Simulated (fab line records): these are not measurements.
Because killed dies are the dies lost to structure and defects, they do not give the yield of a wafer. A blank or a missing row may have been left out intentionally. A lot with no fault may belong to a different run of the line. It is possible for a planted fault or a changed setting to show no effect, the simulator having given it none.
8D (eight disciplines) problem report, filled in by code    flow gf180mcu    the parts of the form that need people (team, actions taken, sign-off) are left out

1. WHAT IS WRONG
Mean CONTACT_W_RS at GF_CONTACT_RS_MEAS_25: 0.260 ohm/sq over 2 wafers in 2 lots; fault-free wafers: 0.385 ohm/sq, standard deviation 0.0046. Measured from the usual mean, that is -27 standard deviations.
The step: measures by four-point-probe.
First observed at day 22 09:01: wafer L808.6, on film-metro-02. Wafers with a number at this step in the record: 36, from 12 lots. By rule, "out" or "out of limits" means more than 4 standard deviations away from the usual mean. Any other wafer with a number is counted as sound.

2. WHAT IT IS AND WHAT IT IS NOT
question                     is                            is not
which readings at this step  CONTACT_W_RS                  -
which lots                   L808, L809                    L793, L794, L795, L796, L797, L799, L800, L810, L813, L814
which wafers of those lots   L808.6, L809.6                L808.3, L808.5, L809.3, L809.5
read on which gauges         film-metro-02, film-metro-03  film-metro-01
when                         from day 22 09:01             up to then (23 sound wafers); but 11 sound wafers of L809, L810, L813, L814 came after

3. WHAT RULES OUT EACH SUSPECT
Counting: if a tool at a process step up to the reading ran every lot that is out, it stays a suspect. Sound lots after the first of them don't rule it out here, since some wafers of a struck lot are sound.
- ruled out: the gauge at GF_CONTACT_RS_MEAS_25. The wafers that are out were read on 2 gauges (film-metro-02, film-metro-03).
- cvd-w-02 at GF_CONTACT_CVD_24 (deposits W, target thk 300 nm, time 90.339 s): kept. It processed each lot that is out (first: L808, day 22 08:55); up to then, its last sound lot is L799 (day 19 05:07).
Left after counting: cvd-w-02 at GF_CONTACT_CVD_24.

4. THE CAUSE (what the simulator had put in)
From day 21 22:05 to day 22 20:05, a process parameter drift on cvd-w-02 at GF_CONTACT_CVD_24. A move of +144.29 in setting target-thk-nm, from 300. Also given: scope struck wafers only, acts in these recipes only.
The count eliminated every tool but this one.

5. THE EFFECT CHAIN, in route order
Rows list readings where the struck wafers' mean (over those with a number) sits beyond 3 standard deviations from the usual. Readings are gone through only where the record gives a usual standard deviation; hours: the median, over the lots, of the time from a lot's start at the first step in this table giving one to that lot's start at this step; sigmas: the change measured in usual standard deviations.
hours  step                    reading             usual         on struck wafers  change  sigmas
0      GF_CONTACT_RS_MEAS_25   CONTACT_W_RS        0.385 ohm/sq  0.260             -0.126  -27
0      GF_CONTACT_THK_MEAS_26  CONTACT_W_THK       296 nm        429               +133    +26
0      GF_CONTACT_CMP_27       time-to-endpoint-s  73 s          101               +28     +8.0
It contains these process steps:
- GF_CONTACT_CMP_27: polishes, stops on SiO2, t overpolish 15 s, target thk 0 nm.
Later measuring or inspecting steps at which every struck wafer that the step has a row for has a number for every such reading, and none has moved that far: GF_M1_RS_MEAS_05.

6. WHAT WOULD HAVE CAUGHT IT SOONER
In this record the first reading out of limits at a measuring or inspecting step was taken at day 22 09:01, 11 hours after the fault began at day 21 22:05.
Tool readings at GF_CONTACT_CVD_24 with a usual standard deviation given in the record: none out on any struck wafer, hence no alarm at a limit of 4 standard deviations on them.
Lots out: 2; of these, L809 started GF_CONTACT_CVD_24 on cvd-w-02 after day 22 09:01. Holding the tool at that time would have saved it.
